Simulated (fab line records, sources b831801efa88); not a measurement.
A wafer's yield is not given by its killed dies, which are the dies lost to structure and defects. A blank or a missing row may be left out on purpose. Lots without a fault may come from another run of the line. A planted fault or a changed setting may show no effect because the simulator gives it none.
Matching of chambers + flow sky130 + SKY_METAL4_ETCH_17 on rie diel-01 has 4 sister chambers
The step etches SiO2 in C4F8/O2/Ar, stops on TiN, time 3.9 s, target depth 15 nm. 16 wafers are shown with their chamber, then 8 later ones without.

## EACH WAFER AND ITS CHAMBER
| wafer  | chamber | oes product au (a.u.) |
|--------|---------|-----------------------|
| L075.4 | 3       | 0.760                 |
| L075.5 | 0       | 0.763                 |
| L075.6 | 1       | 0.746                 |
| L076.3 | 3       | 0.758                 |
| L076.5 | 1       | 0.757                 |
| L076.6 | 0       | 0.764                 |
| L078.2 | 2       | 0.739                 |
| L078.3 | 3       | 0.757                 |
| L078.5 | 1       | 0.760                 |
| L079.1 | 2       | 0.751                 |
| L079.2 | 1       | 0.744                 |
| L079.6 | 0       | 0.760                 |
| L082.1 | 1       | 0.745                 |
| L082.2 | 0       | 0.757                 |
| L082.3 | 3       | 0.759                 |
| L082.4 | 2       | 0.753                 |

SIGNATURES (averages over the wafers above)
| reading        | chamber 0 | chamber 1 | chamber 2 | chamber 3 | scatter within a chamber |
|----------------|-----------|-----------|-----------|-----------|--------------------------|
| oes product au | 0.76100   | 0.75040   | 0.74767   | 0.75850   | 0.00559                  |
Rule: a wafer lies at a distance from a chamber equal to the root of the sum of squares, over the readings, of (its reading less the chamber's mean, divided by the reading's scatter). The wafer belongs to the nearest chamber; if the next one is less than 2 further off, it can't be placed. The scatter: the root of (the sum of the squares of (reading less its chamber's mean) over the shown wafers, divided by (wafers less chambers)).

## WAFERS WHOSE CHAMBER IS MISSING
| wafer  | oes product au (a.u.) |
|--------|-----------------------|
| L082.5 | 0.759                 |
| L082.6 | 0.764                 |
| L090.2 | 0.752                 |
| L090.3 | 0.752                 |
| L090.6 | 0.745                 |
| L097.2 | 0.757                 |
| L097.4 | 0.751                 |
| L097.6 | 0.739                 |

## THE CHAMBER EACH PASSED THROUGH
| wafer  | from the rows above               | in truth |
|--------|-----------------------------------|----------|
| L082.5 | can't be placed: 3 or 0 or 1 or 2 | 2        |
| L082.6 | can't be placed: 0 or 3 or 1      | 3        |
| L090.2 | can't be placed: 1 or 2 or 3 or 0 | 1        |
| L090.3 | can't be placed: 1 or 2 or 3 or 0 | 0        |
| L090.6 | can't be placed: 2 or 1 or 3      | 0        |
| L097.2 | can't be placed: 3 or 0 or 1 or 2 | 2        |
| L097.4 | can't be placed: 1 or 2 or 3 or 0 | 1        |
| L097.6 | can't be placed: 2 or 1 or 3      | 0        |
Correct placement for 0 of the 8. Cannot be placed on the basis of these rows: 8; the candidates contain the true chamber in 6. Wrongly placed: 0.
